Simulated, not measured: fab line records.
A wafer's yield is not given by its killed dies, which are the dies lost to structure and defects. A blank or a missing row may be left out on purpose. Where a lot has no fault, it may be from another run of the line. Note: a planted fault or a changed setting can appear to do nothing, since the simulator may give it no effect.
Which tool is to blame? / flow gf180mcu / 21 wafers from 7 lots sampled at 2 of the route's 602 steps

WHAT THE GAUGES READ, wafer by wafer
GF_MVSD_TW_MEAS_11.
lot=L618; measured=day 4 13:53; on=film-metro-04; MVSD_TW=1566 1569 1567
lot=L619; measured=day 4 16:53; on=film-metro-04; MVSD_TW=1563 1566 1556
lot=L620; measured=day 4 22:27; on=film-metro-01; MVSD_TW=1589 1593 1598
lot=L621; measured=day 5 06:49; on=film-metro-01; MVSD_TW=1594 1590 1585
lot=L622; measured=day 5 12:32; on=film-metro-03; MVSD_TW=1575 1580 1576
lot=L631; measured=day 7 20:32; on=film-metro-03; MVSD_TW=1700 1701 1698
lot=L632; measured=day 7 23:07; on=film-metro-04; MVSD_TW=1675 1661 1671

TOOL THAT RAN EACH LOT (tool first, then ch and the chambers of the sampled wafers, then the start)
lot=L618; GF_MVSD_IMPLANT_09=implanter-02 ch 0, day 4 13:38
lot=L619; GF_MVSD_IMPLANT_09=implanter-04 ch 0, day 4 16:38
lot=L620; GF_MVSD_IMPLANT_09=implanter-02 ch 0, day 4 22:13
lot=L621; GF_MVSD_IMPLANT_09=implanter-03 ch 0, day 5 06:34
lot=L622; GF_MVSD_IMPLANT_09=implanter-03 ch 0, day 5 12:17
lot=L631; GF_MVSD_IMPLANT_09=implanter-02 ch 0, day 7 20:17
lot=L632; GF_MVSD_IMPLANT_09=implanter-02 ch 0, day 7 22:52
- GF_MVSD_IMPLANT_09

THE ANSWER, worked out from the rows above alone
Rule: what is usual is taken from the lots themselves. Put in order of their means at a reading, lots are off if they are a third of the lots or fewer, leave a main group of 4 or more, and stand apart from it by a gap of 3 or more times the standard deviation of the main group's means; of several such gaps the widest counts. The tables above print the reading to a certain number of digits; a main group whose means all agree to those digits is not used. Also off: a lot with no number at a reading for which 4 or more lots have one. The other lots that the step has rows for count as sound.
Off: L631, L632, seen at GF_MVSD_TW_MEAS_11 (MVSD_TW). The main group: mean 1578, standard deviation 12.
If a tool, at a process step before that reading, ran all the lots that are off and no sound lot after the first of them, it fits. Gauges at GF_MVSD_TW_MEAS_11: tried the same way as those tools. One fits: implanter-02 at GF_MVSD_IMPLANT_09. A fault onset in the window from L620 (day 4 22:13, its last sound lot) to L631 (day 7 20:17, its first lot off) fits.

WHAT THE SIMULATOR HAD PUT IN
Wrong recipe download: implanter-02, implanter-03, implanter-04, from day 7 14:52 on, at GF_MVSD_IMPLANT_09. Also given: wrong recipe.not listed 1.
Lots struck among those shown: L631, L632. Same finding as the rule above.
